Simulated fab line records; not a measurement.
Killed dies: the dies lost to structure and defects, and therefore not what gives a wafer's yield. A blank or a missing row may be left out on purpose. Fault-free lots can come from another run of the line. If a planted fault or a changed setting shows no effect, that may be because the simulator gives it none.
Problem report in the 8D (eight disciplines) form, filled by code | flow gf180mcu | the parts of the form that need people (team, actions taken, sign-off) are left out

## 1. THE PROBLEM
M4_ALCU_THK at GF_M4_THK_MEAS_06 reads a mean of 406 nm on 1 wafer of 1 lot; wafers without a fault read 447 nm with a standard deviation of 4.7. Relative to the usual mean, that is a shift of -8.7 standard deviations.
The step: measures by xrf.
First seen on wafer L799.5, day 28 16:46, on filmMetro-01. At this step, 33 wafers from 11 lots have a number in the record. Rule for "out", or "out of limits": more than 4 standard deviations from the usual mean. The other wafers with a number count as sound.

## 2. WHAT IT IS, AND WHAT IT ISN'T
question                    | is                | is not
which readings at this step | M4_ALCU_THK       | -
which lots                  | L799              | L782, L783, L785, L786, L788, L790, L791, L792, L802, L803
which wafers of those lots  | L799.5            | L799.1, L799.4
read on which gauges        | filmMetro-01      | filmMetro-03, filmMetro-04
when                        | from day 28 16:46 | up to then (26 sound wafers); but 6 sound wafers of L802, L803 came after

## 3. WHAT RULES OUT EACH SUSPECT
Counting: any tool at a process step up to the reading remains a suspect provided it ran every lot that is out. Sound lots after the first of them don't rule it out here, since some wafers of a struck lot are sound.
- the gauge at GF_M4_THK_MEAS_06: ruled out. All the wafers that are out were read on filmMetro-01, but those of them that GF_M4_METAL_ETCH_16 has rows for are out there too, on other tools.
- rieDiel-01 at GF_V3_ETCH_16 (etches BARC in N2/H2): kept. It ran the lot that is out, L799 (day 28 15:02); its last sound lot up to then is L791 (day 26 10:18).
- pvdSputter-02 at GF_V3_SPUTTER_22 (material TiN, target thk 10 nm, time 40 s): kept. It ran the lot that is out, L799 (day 28 15:47); its last sound lot up to then is L791 (day 26 11:03).
- pvdSputter-03 at GF_M4_SPUTTER_04 (material TiN, target thk 50 nm, time 41.7 s): kept. It ran the lot that is out, L799 (day 28 16:36); its last sound lot up to then is L792 (day 26 19:13).
After the count, these remain: rieDiel-01 at GF_V3_ETCH_16, pvdSputter-02 at GF_V3_SPUTTER_22 and pvdSputter-03 at GF_M4_SPUTTER_04.

## 4. THE CAUSE (what the simulator had put in)
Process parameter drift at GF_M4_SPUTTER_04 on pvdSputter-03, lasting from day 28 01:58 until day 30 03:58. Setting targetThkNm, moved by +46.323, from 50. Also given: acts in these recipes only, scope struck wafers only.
Counting left 3 suspects, and this tool is among them.

## 5. THE CHAIN OF EFFECTS, in route order
Each row: a reading where the mean over the struck wafers with a number is more than 3 standard deviations away from the usual. Only readings for which the record gives a usual standard deviation are gone through. hours: the time from each lot's start at the first step in this table that gives one to its start at this step, as a median over the lots. sigmas: the change in usual standard deviations.
hours | step                | reading          | usual      | on struck wafers | change | sigmas
0     | GF_M4_THK_MEAS_06   | M4_ALCU_THK      | 447 nm     | 406              | -41    | -8.7
19    | GF_M4_METAL_ETCH_16 | oesProductAu     | 0.971 a.u. | 1.002            | +0.031 | +5.8
19    | GF_M4_METAL_ETCH_16 | throttleValvePct | 28.250 %   | 28.211           | -0.039 | -3.5
It contains these process steps:
- GF_M4_METAL_ETCH_16: etches the open film in Cl2/BCl3, stops on SiO2, target depth 627.5 nm, time 104.6 s.

## 6. WHAT WOULD HAVE CAUGHT IT SOONER
Counted from the fault's start at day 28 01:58, it took 15 hours until the first out-of-limits reading at a measuring or inspecting step in this record, taken at day 28 16:46.
Tool readings at GF_M4_SPUTTER_04 with a usual standard deviation given in the record: none out on any struck wafer, hence no alarm at a limit of 4 standard deviations on them.
Each of the lots that are out, 1 in all, had begun GF_M4_SPUTTER_04 on pvdSputter-03 no later than day 28 16:46. Holding the tool at that point would not have protected any of them.
